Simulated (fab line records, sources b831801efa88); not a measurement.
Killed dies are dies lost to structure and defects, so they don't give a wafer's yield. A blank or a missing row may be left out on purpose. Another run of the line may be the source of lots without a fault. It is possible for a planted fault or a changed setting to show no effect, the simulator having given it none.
Tool commonality check -- flow sky130 -- Lots sampled 11, wafers sampled 33

== WHY IT WAS OPENED ==
SKY_SONOS_ONO_THK_MEAS_05, reading SONOS_ONO_CVD_04_THK: flagged on 3 of 11 lots. Fault-free wafers read 5.76 nm, with a standard deviation of 0.12.
Rule: a lot is flagged when every wafer of it that has a number lies more than 4 standard deviations from that mean, or none has a number. As for the other lots, they are considered sound.

lot,measured,on,"SONOS_ONO_CVD_04_THK (nm), wafer by wafer",flag
L564,day 13 07:46,film metro-01,5.77 5.85 5.76,
L565,day 13 19:15,film metro-04,7.75 7.77 7.71,FLAGGED
L566,day 14 00:10,film metro-04,7.84 7.78 7.82,FLAGGED
L567,day 14 06:58,film metro-03,7.66 7.68 7.57,FLAGGED
L574,day 16 11:27,film metro-01,5.73 5.68 5.62,
L575,day 17 04:31,film metro-04,5.88 5.83 5.91,
L576,day 17 10:19,film metro-04,5.86 5.75 5.70,
L577,day 17 11:34,film metro-04,5.91 5.89 5.81,
L578,day 17 22:25,film metro-04,5.77 5.79 5.84,
L580,day 18 14:11,film metro-04,5.57 5.58 5.72,
L581,day 18 19:34,film metro-03,5.62 5.55 5.54,
The numbers of the flagged lots are 7.73 nm on average: +1.97 nm against the usual, or +16 standard deviations.

== EACH LOT AND THE TOOL IT RAN ON ==
The record holds 2 process steps before the reading, out of a route of 708 steps. Each cell gives the tool, then ch followed by the chambers the sampled wafers passed through, then the start.
lot,flag,SKY_VT_ADJUST_HVTP_STRIP_10,SKY_SONOS_ONO_CVD_04
L564,,"plasma asher-04 ch 0,1, day 7 12:50","lpcvd-03 ch 1, day 13 06:31"
L565,FLAGGED,"plasma asher-04 ch 0,1, day 7 18:55","lpcvd-03 ch 1, day 13 17:21"
L566,FLAGGED,"plasma asher-03 ch 0,1, day 8 01:08","lpcvd-03 ch 1, day 13 22:53"
L567,FLAGGED,"plasma asher-03 ch 0,1, day 8 06:52","lpcvd-03 ch 1, day 14 05:41"
L574,,"plasma asher-02 ch 0,1, day 10 01:16","lpcvd-03 ch 0, day 16 10:11"
L575,,"plasma asher-04 ch 0,1, day 10 13:17","lpcvd-03 ch 0, day 17 03:14"
L576,,"plasma asher-03 ch 0,1, day 10 17:11","lpcvd-03 ch 0, day 17 09:04"
L577,,"plasma asher-04 ch 0,1, day 10 17:50","lpcvd-03 ch 0, day 17 10:19"
L578,,"plasma asher-04 ch 0,1, day 11 03:01","lpcvd-03 ch 1, day 17 21:09"
L580,,"plasma asher-02 ch 0,1, day 11 13:43","lpcvd-03 ch 0, day 18 12:55"
L581,,"plasma asher-02 ch 0,1, day 11 18:59","lpcvd-03 ch 0, day 18 18:19"
What is done by these steps:
- SKY_VT_ADJUST_HVTP_STRIP_10: strips in O2/N2.
- SKY_SONOS_ONO_CVD_04: deposits SiO2 from SiH4/N2O, target thk 5.7199 nm.
- SKY_SONOS_ONO_THK_MEAS_05

== FLAGGED OVER TOTAL, TOOL BY TOOL (the gauges that took the reading come last) ==
step,tool,lots run,flagged,share of the flagged lots,sound lots run after its first flagged lot
SKY_VT_ADJUST_HVTP_STRIP_10,plasma asher-02,3,0,none,-
SKY_VT_ADJUST_HVTP_STRIP_10,plasma asher-03,3,2,some,1 (L576)
SKY_VT_ADJUST_HVTP_STRIP_10,plasma asher-04,5,1,some,"3 (L575,L577,L578)"
SKY_SONOS_ONO_CVD_04,lpcvd-03,11,3,all,"7 (L574,L575,L576,L577,L578,L580,L581)"
SKY_SONOS_ONO_THK_MEAS_05,film metro-01,2,0,none,-
SKY_SONOS_ONO_THK_MEAS_05,film metro-03,2,1,some,1 (L581)
SKY_SONOS_ONO_THK_MEAS_05,film metro-04,7,2,some,"5 (L575,L576,L577,L578,L580)"

== WHAT THE TABLE PERMITS ==
1 row of the table ran every flagged lot: lpcvd-03 at SKY_SONOS_ONO_CVD_04.
- lpcvd-03 at SKY_SONOS_ONO_CVD_04: 3 of its 11 lots flagged. After the first flagged lot (L574, L575, L576, L577, L578, L580, L581), sound lots still ran on it; a lasting fault on the whole tool would not permit that. Its own readings lie more than 4 standard deviations out on every wafer of the flagged lots: spike tc bottom C, spike tc centre C, spike tc lower C, spike tc top C, spike tc upper C, susceptor temp C.
Every row of the table either missed a flagged lot or ran a sound lot after the first.

== WHAT THE SIMULATOR PUT IN ==
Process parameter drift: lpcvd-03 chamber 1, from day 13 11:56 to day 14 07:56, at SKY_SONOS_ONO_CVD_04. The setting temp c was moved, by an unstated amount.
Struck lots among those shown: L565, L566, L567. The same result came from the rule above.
